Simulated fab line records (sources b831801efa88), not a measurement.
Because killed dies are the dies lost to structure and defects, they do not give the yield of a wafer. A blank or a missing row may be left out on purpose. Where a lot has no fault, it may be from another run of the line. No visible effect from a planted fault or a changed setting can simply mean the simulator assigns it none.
A lot that was struck, set against a sound lot || flow sky130 || 15 out of 708 route steps
Sound: the wafers L219.3, L219.5, L219.6. The struck wafers were L221.3, L221.4, L221.6. The cause is named last.
For every step that has rows: the tool of each side, followed by ch and its chambers, followed by its first start. Under that, the readings that differ: sound wafers || struck wafers || difference of the means || sigmas: that difference in standard deviations of wafers without a fault.
alike: same words and numbers on both sides, and readings whose means sit less than 2 such deviations apart. not compared: any withheld reading, any reading some wafer has no value for, any bound like >300 that may hide the same value, and any number with overlapping values for which the record gives no deviation.
The two part at a step that has a row with sigmas, a row that says differs or no value, or rows on one side only. When numbers do not overlap yet have no deviation, they are printed without sigmas and do not part them. A reading missing from all wafers of one side parts the sides only when that side holds two or more wafers.

first, 1 step without rows for these wafers: SKY_LDD_P_IMPLANT_09.
SKY_LDD_P_STRIP_10: strips in O2/N2.
  sound on plasmaAsher-03 ch 0,1, day 20 16:05; struck on plasmaAsher-03 ch 0,1, day 21 05:50
  alike: drypumpMotorCurrentA, oesProductAu, stripTimeToEndpointS
  not compared: rfHoursCounterH
SKY_LDD_P_TW_MEAS_11:
  sound on filmMetro-01, day 20 16:11; struck on filmMetro-02, day 21 05:56
  alike: LDD_P_TW
then, 7 steps without rows for these wafers: SKY_LDD_HVN_DEHYDRATE_00 (time 60 s); SKY_LDD_HVN_HMDS_01 (prime time 60 s); SKY_LDD_HVN_COAT_02 (resist thk 300 nm); SKY_LDD_HVN_SOFTBAKE_03 (time 60 s); SKY_LDD_HVN_EXPOSE_04 (exposes mask HVNTM, target cd 700 nm); SKY_LDD_HVN_PEB_05; SKY_LDD_HVN_DEVELOP_06 (develop time 60 s).
SKY_LDD_HVN_OVL_MEAS_07:
  sound on overlay-01, day 21 22:53; struck on overlay-01, day 22 12:50
  alike: LDD_HVN_OVL
after that, 1 step had no rows for these wafers: SKY_LDD_HVN_IMPLANT_08.
SKY_LDD_HVN_STRIP_09: strips in O2/N2.
  sound on plasmaAsher-03 ch 0,1, day 21 23:06; struck on plasmaAsher-01 ch 0,1, day 22 13:03
{"reading": "stripTimeToEndpointS (s)", "sound": "4.148 4.148 4.139", "struck": "3.708 3.703 3.729", "difference": -0.432, "sigmas": -31}
  alike: drypumpMotorCurrentA, oesProductAu
  not compared: rfHoursCounterH
SKY_LDD_HVN_TW_MEAS_10:
  sound on filmMetro-02, day 21 23:11; struck on filmMetro-04, day 22 13:08
  alike: LDD_HVN_TW
-- here the record skips 25 days between the struck wafers' starts before and after, leaving off in module LDD_HVN and picking up in module PAD_OPEN (first step shown: number 708 of the route) --
SKY_PAD_OPEN_PROBE_99:
  sound on prober-01, day 46 22:19; struck on prober-01, day 47 08:30
{"reading": "killedShort", "sound": "34 33 32", "struck": "43 44 48", "difference": "+12", "sigmas": "+2"}
  alike: killed_at_M0_to_M3, killed_at_M4_up, killedAtContacts, killedAtFrontEnd, killedAtOther, killedDies, killedOnRim, killedOpen

## WHERE THEY PART
Last at SKY_PAD_OPEN_PROBE_99 as far as this record goes, first at SKY_LDD_HVN_STRIP_09.

WHY: what had been put in by the simulator
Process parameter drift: plasmaAsher-01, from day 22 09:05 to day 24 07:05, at SKY_LDD_HVN_STRIP_09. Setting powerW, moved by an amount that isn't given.
